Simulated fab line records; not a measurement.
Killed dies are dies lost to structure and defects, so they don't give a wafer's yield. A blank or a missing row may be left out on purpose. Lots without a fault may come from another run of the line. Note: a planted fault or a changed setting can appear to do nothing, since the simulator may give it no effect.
fab line records -- flow sky130
[record] lots = 6, wafers = 18, last-day = 49
route steps=708 shown VIA4@639
lots that met no fault: from a run of the same line without faults
start-h: start of the lot's first displayed wafer, in hours after the record's first day -- wait-h: hours since the lot's step before -- " unchanged from the row above -- L1.1+2: one row covering several wafers at once -- - either no value or no given start -- * or withheld: withheld -- < > ~ a bound
route shown NAME@n: NAME is a module with steps in the file, n the number in the route of the first one -- usual: mean/standard deviation of fault-free wafers -- same: alike in all rows -- chamber/n: place in a boat -- sites: readings site by site -- _std_site: their standard deviation -- _edge_site: outer sites' mean less inner sites' -- radius-mm: how far each site lies from the wafer's centre -- mask NAME#n: copy n -- behind: the last tool/chamber to shape the wafer -- hold: why the lot went on hold/how many hours it stayed there/how the hold came to an end -- device: the transistor (n, p or np) that didn't switch -- end of line: the route-end tests of the same wafers -- a step without rows: its recipe alone -- killed: dies that structure and defects cost at the first sort, which is not the same as the wafer's yield -- map: a wafer's dies, x killed, . not, _ none there
set.NAME: setting as actually run; set.NAME@STEP: the setting as run at that earlier step -- model.NAME: the simulator's own value behind a step, which no gauge read
lots at selected steps of the route; one table per step, one row per wafer
services: from which hour (start-h, from the record's first day; less than 0 if before it) a tool's chamber was out of use, for how many hours, and why
[[steps]]
[step SKY_VIA4_HDPCVD_00]
[recipe] material = SiO2, target-thk-nm = 1750, sigma-open-frac = 0.3, time-s = 291.7, temp-c = 400, sih4-flow-sccm = 60, pressure-mtorr = 6
[step SKY_VIA4_THK_MEAS_01]
[recipe] reads = SiO2_of_VIA4_HDPCVD_00
[usual] VIA4_HDPCVD_THK = 1752/16
lot.wafer,tool,chamber,start-h,wait-h,VIA4_HDPCVD_THK[nm]
L321.3,film-metro-04,-,996.84,0.1,1755
L321.5,film-metro-04,-,996.84,0.1,1779
L321.6,film-metro-04,-,996.84,0.1,1747
L329.2,film-metro-02,-,1031.27,0.1,1750
L329.4,film-metro-02,-,1031.27,0.1,1737
L329.6,film-metro-02,-,1031.27,0.1,1746
L330.3,film-metro-04,-,1037.41,0.1,1760
L330.4,film-metro-04,-,1037.41,0.1,1745
L330.5,film-metro-04,-,1037.41,0.1,1738
L334.2,film-metro-01,-,1057.90,0.1,1746
L334.3,film-metro-01,-,1057.90,0.1,1742
L334.5,film-metro-01,-,1057.90,0.1,1727
L336.2,film-metro-04,-,1076.67,0.1,1768
L336.4,film-metro-04,-,1076.67,0.1,1764
L336.5,film-metro-04,-,1076.67,0.1,1752
L339.1,film-metro-02,-,1093.29,0.1,1767
L339.3,film-metro-02,-,1093.29,0.1,1774
L339.4,film-metro-02,-,1093.29,0.1,1761
[step SKY_VIA4_CMP_02]
[recipe] material = SiO2, down-force-psi = 4, platen-rpm = 60, pad-velocity-m-s = 0.94248
[usual] motor-current-A = 12.2/0.82
lot.wafer,tool,chamber,start-h,wait-h,motor-current-A
L321.3,cmp-02,0,997.03,0.2,12.0
L321.6,cmp-02,1,997.03,0.2,11.9
L321.5,cmp-02,2,997.03,0.2,13.1
L329.4,cmp-02,0,1031.33,0.0,11.6
L329.2,cmp-02,1,1031.33,0.0,12.0
L329.6,cmp-02,1,1031.33,0.0,12.0
L330.3,cmp-02,3,1037.45,0.0,12.4
L330.4,cmp-02,0,1037.45,0.0,12.6
L330.5,cmp-02,3,1037.45,0.0,11.4
L334.2,cmp-01,0,1057.95,0.0,11.2
L334.3,cmp-01,2,1057.95,0.0,11.8
L334.5,cmp-01,0,1057.95,0.0,11.8
L336.4,cmp-02,1,1076.87,0.2,12.0
L336.2,cmp-02,2,1076.87,0.2,14.2
L336.5,cmp-02,1,1076.87,0.2,11.6
L339.1,cmp-01,1,1093.40,0.1,13.2
L339.4,cmp-01,2,1093.40,0.1,11.7
L339.3,cmp-01,3,1093.40,0.1,11.7
[step SKY_VIA4_BOW_MEAS_03]
[recipe] mode = bow
[usual] VIA4_BOW = 81/8
lot.wafer,tool,chamber,start-h,wait-h,VIA4_BOW[um]
L321.3,film-metro-01,-,997.22,0.1,88
L321.5,film-metro-01,-,997.22,0.1,79
L321.6,film-metro-01,-,997.22,0.1,93
L329.2,film-metro-02,-,1031.65,0.2,74
L329.4,film-metro-02,-,1031.65,0.2,72
L329.6,film-metro-02,-,1031.65,0.2,89
L330.3,film-metro-04,-,1037.79,0.3,80
L330.4,film-metro-04,-,1037.79,0.3,71
L330.5,film-metro-04,-,1037.79,0.3,81
L334.2,film-metro-04,-,1058.27,0.3,82
L334.3,film-metro-04,-,1058.27,0.3,89
L334.5,film-metro-04,-,1058.27,0.3,87
L336.2,film-metro-04,-,1077.14,0.2,87
L336.4,film-metro-04,-,1077.14,0.2,80
L336.5,film-metro-04,-,1077.14,0.2,80
L339.1,film-metro-02,-,1093.65,0.2,87
L339.3,film-metro-02,-,1093.65,0.2,84
L339.4,film-metro-02,-,1093.65,0.2,77
[step SKY_VIA4_DEHYDRATE_04]
[recipe] temp-c = 200, time-s = 60
[step SKY_VIA4_HMDS_05]
[recipe] prime-time-s = 60, prime-temp-c = 120
[step SKY_VIA4_COAT_06]
[recipe] resist = NOVOLAK, spin-rpm = 3000, resist-thk-nm = 1140
[step SKY_VIA4_SOFTBAKE_07]
[recipe] temp-c = 90, time-s = 60, resist = NOVOLAK
[step SKY_VIA4_EXPOSE_08]
[recipe] mask-id = VIM4, na = 0.6, source-shape = conventional, sigma-outer = 0.6, polarization = unpolarized, target-cd-nm = 800, dose-mj = 132
[step SKY_VIA4_PEB_09]
[recipe] temp-c = withheld, time-s = *, resist = NOVOLAK
[step SKY_VIA4_DEVELOP_10]
[recipe] resist = NOVOLAK, developer = TMAH, develop-time-s = 60, dev-temp-c = 23
[step SKY_VIA4_OVL_MEAS_11]
[usual] VIA4_OVL = 0.5/1.7
lot.wafer,tool,chamber,start-h,wait-h,VIA4_OVL[nm]
L321.3,overlay-02,-,1019.35,0.1,0.9
L321.5,overlay-02,-,1019.35,0.1,1.1
L321.6,overlay-02,-,1019.35,0.1,1.3
L329.2,overlay-01,-,1053.70,0.1,2.3
L329.4,overlay-01,-,1053.70,0.1,0.7
L329.6,overlay-01,-,1053.70,0.1,1.9
L330.3,overlay-02,-,1059.45,0.1,2.4
L330.4,overlay-02,-,1059.45,0.1,1.7
L330.5,overlay-02,-,1059.45,0.1,3.3
L334.2,overlay-01,-,1079.69,0.1,-0.5
L334.3,overlay-01,-,1079.69,0.1,0.0
L334.5,overlay-01,-,1079.69,0.1,-0.4
L336.2,overlay-01,-,1097.03,0.1,0.9
L336.4,overlay-01,-,1097.03,0.1,0.7
L336.5,overlay-01,-,1097.03,0.1,3.3
L339.1,overlay-02,-,1113.29,0.1,-0.6
L339.3,overlay-02,-,1113.29,0.1,-1.5
L339.4,overlay-02,-,1113.29,0.1,-1.1
[step SKY_VIA4_ETCH_12]
[recipe] target = SiO2, chemistry = C4F8/O2/Ar, stop-on = TiN, mask-material = NOVOLAK, source-w = 1500, bias-w = 1200, pressure-mtorr = 40, c4f8-flow-sccm = withheld, O2_flow_sccm = 6, Ar_flow_sccm = 300, time-s = withheld, target-depth-a = 5800
[usual] bias-w = 1200/3.7, chamber-pressure-mTorr = 40.00/0.033, oes-product-au = 0.925/0.0048
lot.wafer,tool,chamber,start-h,wait-h,bias-w,chamber-pressure-mTorr,oes-product-au,model.NOVOLAK_of_VIA4_COAT_06.thk-nm
L321.3,rie-diel-01,0,1019.38,0.0,1197,39.96,0.936,1006
L321.5,rie-diel-01,3,1019.38,0.0,1200,39.94,0.922,1010
L321.6,rie-diel-01,0,1019.38,0.0,1200,40.06,0.929,1006
L329.2,rie-diel-01,1,1053.73,0.0,-,-,-,1141
L329.4,rie-diel-01,0,1053.73,0.0,-,-,-,1144
L329.6,rie-diel-01,2,1053.73,0.0,-,-,-,1142
L330.3,rie-diel-03,2,1059.47,0.0,-,-,-,1146
L330.4,rie-diel-03,2,1059.47,0.0,-,-,-,1144
L330.5,rie-diel-03,0,1059.47,0.0,-,-,-,1150
L334.2,rie-diel-01,3,1079.72,0.0,1197,40.01,0.929,1003
L334.3,rie-diel-01,2,1079.72,0.0,1200,39.98,0.926,1008
L334.5,rie-diel-01,1,1079.72,0.0,1197,40.01,0.922,1004
L336.2,rie-diel-03,0,1097.06,0.0,1193,39.97,0.915,1009
L336.4,rie-diel-03,1,1097.06,0.0,1204,39.99,0.931,1004
L336.5,rie-diel-03,0,1097.06,0.0,1199,40.01,0.931,1005
L339.1,rie-diel-01,2,1113.32,0.0,1198,40.03,0.926,1008
L339.3,rie-diel-01,0,1113.32,0.0,1198,40.03,0.917,1010
L339.4,rie-diel-01,1,1113.32,0.0,1198,39.94,0.924,1008
[step SKY_VIA4_STRIP_13]
[recipe] chemistry = O2/N2, power-w = 1400, pressure-mtorr = 1500, platen-temp-c = withheld, o2-flow-sccm = 3000, n2-flow-sccm = 300, overash-fraction = 0.5
[usual] drypump-motor-current-A = 5.75/0.3, oes-product-au = 0.709/0.0047, strip-time-to-endpoint-s = 12.800/0.026
lot.wafer,tool,chamber,start-h,wait-h,drypump-motor-current-A,oes-product-au,rf-hours-counter-h,strip-time-to-endpoint-s
L321.3,plasma-asher-03,0,1019.48,-,6.22,0.708,-,12.807
L321.5,plasma-asher-03,1,1019.48,-,5.18,0.713,-,12.785
L321.6,plasma-asher-03,0,1019.48,-,6.19,0.718,-,12.831
L329.2,plasma-asher-01,1,1053.80,-,5.91,0.717,32,14.198
L329.4,plasma-asher-01,1,1053.80,-,5.91,0.712,-,14.223
L329.6,plasma-asher-01,1,1053.80,-,5.91,0.710,-,14.205
L330.3,plasma-asher-01,0,1059.58,-,5.71,0.720,-,14.252
L330.4,plasma-asher-01,1,1059.58,-,5.90,0.714,-,14.240
L330.5,plasma-asher-01,1,1059.58,-,5.92,0.712,-,14.288
L334.2,plasma-asher-03,1,1079.80,-,5.17,0.715,1,12.779
L334.3,plasma-asher-03,0,1079.80,-,6.22,0.711,-,12.829
L334.5,plasma-asher-03,0,1079.80,-,6.24,0.716,-,12.798
L336.2,plasma-asher-03,0,1097.13,-,6.20,0.708,3,12.774
L336.4,plasma-asher-03,1,1097.13,-,5.17,0.718,-,12.790
L336.5,plasma-asher-03,1,1097.13,-,5.16,0.713,-,12.819
L339.1,plasma-asher-01,0,1113.40,-,5.70,0.709,38,12.814
L339.3,plasma-asher-01,1,1113.40,-,5.91,0.706,-,12.798
L339.4,plasma-asher-01,0,1113.40,-,5.71,0.706,-,12.829
[step SKY_VIA4_STRIP_14]
[recipe] chemistry = post-etch-residue-remover, time-s = 1200, temp-c = 72.5
[[services]]
tool,chamber,start-h,hours,kind
rie-diel-01,2,974.18,-,clean
rie-diel-01,2,974.18,-,consumable-replace:showerhead
rie-diel-01,2,974.18,17.7,scheduled-down
rie-diel-01,2,974.18,17.7,vent-cycle
rie-diel-01,-,977.07,0.7,repair
rie-diel-03,-,988.10,2.8,pm
cmp-02,-,1006.80,1.9,repair
cmp-02,-,1026.53,3.7,pm
rie-diel-03,3,1029.42,5.6,repair
rie-diel-03,1,1042.79,-,clean
rie-diel-03,1,1042.79,21.3,scheduled-down
rie-diel-03,1,1042.79,21.3,vent-cycle
cmp-01,-,1047.20,5.8,pm
cmp-02,-,1055.07,1.7,repair
plasma-asher-03,-,1055.25,9.0,pm
plasma-asher-03,0,1055.25,9.0,vent-cycle
plasma-asher-03,1,1055.25,9.0,vent-cycle
rie-diel-03,-,1055.78,2.5,repair
plasma-asher-03,0,1064.25,-,clean
plasma-asher-03,1,1064.25,-,clean
cmp-01,-,1084.29,4.0,pm
cmp-01,-,1085.96,6.2,repair
cmp-01,-,1088.29,-,consumable-replace:conditioner
rie-diel-03,-,1109.42,1.2,repair
[[key]]
[first-sign] step = SKY_VIA4_ETCH_12, reading = tool-record, direction = missing
[effect] step = SKY_VIA4_STRIP_13, reading = strip-time-to-endpoint-s, direction = up, sigmas = 55, usual = *, struck = *
[model-effect] step = SKY_VIA4_ETCH_12, value = NOVOLAK_of_VIA4_COAT_06.thk-nm, without = 1013, struck = 1145
met-at SKY_VIA4_ETCH_12
struck-wafers L329.2,L329.4,L329.6,L330.3,L330.4,L330.5
later-rows-left-out L329.2,L329.4,L329.6,L330.3,L330.4,L330.5
sort-left-out L329.2,L329.4,L329.6,L330.3,L330.4,L330.5
onset-between 1019.38 1053.73
[fault] kind = skipped-step-whole, tool = rie-diel-01,rie-diel-03, chamber = -, onset-h = 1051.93, steps = SKY_VIA4_ETCH_12, scope = struck-lots-only
// sort-left-out: the simulated sort isn't trusted on such a fault, so these wafers' sort isn't shown, and their yield isn't known
// later-rows-left-out: the simulator's readings of these wafers behind a module that went badly wrong aren't trusted and aren't shown, but for the sort
